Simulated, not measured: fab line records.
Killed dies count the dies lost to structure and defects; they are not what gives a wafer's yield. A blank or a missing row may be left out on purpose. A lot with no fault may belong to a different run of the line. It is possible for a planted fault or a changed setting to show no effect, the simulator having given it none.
Problem report in the 8D (eight disciplines) form, filled by code	flow sky130	the parts of the form that need people (team, actions taken, sign-off) are left out

== 1. WHAT IS WRONG ==
Mean of oesProductAu at SKY_VIA3_ETCH_15: 0.888 a.u. across 6 wafers in 2 lots; on wafers with no fault it is 0.946 a.u. (standard deviation 0.0051). That puts it -11 standard deviations away from the usual mean.
The step: etches SiO2 in C4F8/O2/Ar, stops on TiN, target depth 507 nm, time 78 s.
The first sign was on wafer L998.1 at day 41 07:27, on rieDiel-04. Wafers with a number at this step in the record: 33, from 11 lots. By rule, "out" or "out of limits" means more than 4 standard deviations away from the usual mean. All remaining wafers that have a number are taken as sound.

== 2. WHAT IT IS, WHAT IT ISN'T ==
question	is	is not
which readings at this step	oesProductAu	-
which lots	L102, L998	L107, L109, L111, L112, L993, L994, L995, L996, L997
which wafers of those lots	all that have a number	-
read on which tools	rieDiel-01, rieDiel-04	rieDiel-03
when	from day 41 07:27	up to then (15 sound wafers); but 12 sound wafers of L107, L109, L111, L112 came after

== 3. THE SUSPECTS, EACH WITH WHAT RULES IT OUT ==
Counting: a tool at any process step up to the reading remains a suspect when it ran all the lots that are out and ran no sound lot after the first of those.
- cmp-02 at SKY_VIA3_CMP_02 (polishes SiO2): ruled out as a lasting fault. Sound lots L109, L111, L112 ran on it after its first lot that is out, L998 (day 40 07:13).
Left after counting: nothing in the record.

== 4. THE CAUSE (what the simulator had put in) ==
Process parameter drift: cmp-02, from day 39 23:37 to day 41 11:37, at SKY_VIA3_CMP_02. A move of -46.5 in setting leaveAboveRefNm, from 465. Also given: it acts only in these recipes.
The count ruled it out by mistake, since the rule takes a fault to strike every lot its tool runs from the start of the fault on, and this one did not do so.

== 5. THE EFFECT CHAIN, in route order ==
Rows list readings where the struck wafers' mean (over those with a number) sits beyond 3 standard deviations from the usual. Only readings whose record carries a usual standard deviation are examined. hours: median over the lots of the time between each lot's start at the first step of this table that gives one and its start at this step. sigmas: the change, counted in usual standard deviations.
hours	step	reading	usual	on struck wafers	change	sigmas
0	SKY_VIA3_ETCH_15	oesProductAu	0.946 a.u.	0.888	-0.058	-11
It contains these process steps:
- SKY_VIA3_ETCH_15: etches SiO2 in C4F8/O2/Ar, stops on TiN, target depth 507 nm, time 78 s.

== 6. HOW IT WOULD HAVE BEEN CAUGHT EARLIER ==
In this record no reading fell out of limits until day 41 07:27, 32 hours after the fault had begun at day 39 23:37.
Of the tool readings at SKY_VIA3_CMP_02 for which the record gives a usual standard deviation, none was out on any struck wafer, so an alarm limit of 4 standard deviations on them would not have fired.
